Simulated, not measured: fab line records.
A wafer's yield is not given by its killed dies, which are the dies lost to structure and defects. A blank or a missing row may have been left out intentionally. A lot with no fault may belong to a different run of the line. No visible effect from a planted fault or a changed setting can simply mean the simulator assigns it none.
A struck lot beside a sound one :: flow sfqLine :: 14 steps out of a route of 325
Sound: the wafers L167.1, L167.2, L167.4. Struck: wafer L162.3; the same lot's L162.2 was not struck, so it is left out; see the end for the cause.
Each step with rows lists, per side, the tool, then ch with its chambers, then its first start. Under that, the readings that differ: sound wafers :: struck wafers :: difference of the means :: sigmas: that difference in standard deviations of wafers without a fault.
alike: same words and numbers on both sides, and readings whose means sit less than 2 such deviations apart. not compared: any withheld reading, any reading some wafer has no value for, any bound like >300 that may hide the same value, and any number with overlapping values for which the record gives no deviation.
A row with sigmas, a row that says differs or no value, or rows on one side alone: a step with any of these is where the two part. When numbers do not overlap yet have no deviation, they are printed without sigmas and do not part them. Lack of a reading on every wafer of one side parts them only where that side has two or more wafers.

SFQ_TRILAYER_JJ_CE_ETCH_RIE_118: chemistry SF6, target Nb, stops on Al2O3, time 97.7 s, target depth 170 nm.
  sound on rieMetal-02 ch 0,1, day 46 11:46; struck on rieMetal-04 ch 0, day 45 05:46
  alike: drypumpMotorCurrentA, oesProductAu
  not compared: rfHoursCounterH
following that, these wafers have no rows for 1 step: SFQ_TRILAYER_JJ_ANODIZE_ANODIZE_119.
SFQ_TRILAYER_JJ_CE_STRIP_STRIP_120: strips in O2.
  sound on rieMetal-02 ch 0,1, day 46 12:23; struck on rieMetal-03 ch 1, day 45 06:23
  alike: drypumpMotorCurrentA, oesProductAu
  not compared: rfHoursCounterH
then, 7 steps without rows for these wafers: SFQ_TRILAYER_JJ_CE_STRIP_SOLV_CLEAN_121 (cleans in NMP, time 600 s); SFQ_TRILAYER_M5_LITHO_COAT_128 (resist thk 62 nm); SFQ_TRILAYER_M5_LITHO_COAT_123 (resist thk 600 nm); SFQ_TRILAYER_M5_LITHO_SOFTBAKE_127; SFQ_TRILAYER_M5_LITHO_EXPOSE_124 (exposes mask M5, target cd 700 nm); SFQ_TRILAYER_M5_LITHO_PEB_126 (peb time 60 s); SFQ_TRILAYER_M5_LITHO_DEVELOP_125 (time 60 s).
-- the record jumps here: 4 days lie between the struck wafers' starts before and after --
SFQ_M5_OVL_MEAS_932:
  sound: overlay-02 at day 50 20:48; struck: overlay-02 at day 49 14:48
  alike: M5_OVL
SFQ_TRILAYER_M5_BARC_OPEN_METAL_ETCH_161: etches BARC in O2, target depth 125 nm, time 41.7 s.
  sound on rieMetal-04 ch 0,1, day 50 20:50; struck on rieMetal-01 ch 1, day 49 14:50
  alike: drypumpMotorCurrentA, oesProductAu, runLengthS
  not compared: rfHoursCounterH
SFQ_TRILAYER_M5_ETCH_METAL_ETCH_126: etches Nb in Cl2/BCl3, stops on SiO2, time 203.2 s, target depth 265 nm.
  sound on rieMetal-04 ch 0,1, day 50 20:53; struck on rieMetal-01 ch 1, day 49 14:53
reading: oesProductAu (a.u.)
sound: 0.727 0.725 0.727
struck: 0.653
difference: -0.073
sigmas: -12

reading: runLengthS (s)
sound: 232.6 231.3 231.2
struck: 286.6
difference: +54.9
sigmas: +83

reading: model.KrF_of_TRILAYER_M5_LITHO_COAT_123.thkNm (nm)
sound: 364.4 371.2 369.4
struck: 327.9
difference: -40.4
sigmas: 

reading: model.M5.featureDepthNm (nm)
sound: 162.1 161.3 159.9
struck: 167.6
difference: +6.5
sigmas: 

reading: model.SiO2_of_TRILAYER_I4_DEP_PECVD_099.thkNm (nm)
sound: 179.1 181.1 181.6
struck: 173.2
difference: -7.4
sigmas: 
  alike: drypumpMotorCurrentA
  not compared: rfHoursCounterH
SFQ_TRILAYER_M5_STRIP_STRIP_127: strips in O2.
  sound on rieMetal-04 ch 0,1, day 50 21:05; struck on rieMetal-01 ch 1, day 49 15:05
  alike: drypumpMotorCurrentA, oesProductAu
  not compared: rfHoursCounterH

WHERE THEY PART
At SFQ_TRILAYER_M5_ETCH_METAL_ETCH_126 and nowhere else, as far as this record goes. Later steps at which nothing parts them and some readings are alike: SFQ_TRILAYER_M5_STRIP_STRIP_127.

WHY: the cause the simulator had injected
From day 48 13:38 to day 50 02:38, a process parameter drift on rieMetal-01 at SFQ_TRILAYER_M5_ETCH_METAL_ETCH_126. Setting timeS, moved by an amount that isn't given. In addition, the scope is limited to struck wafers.
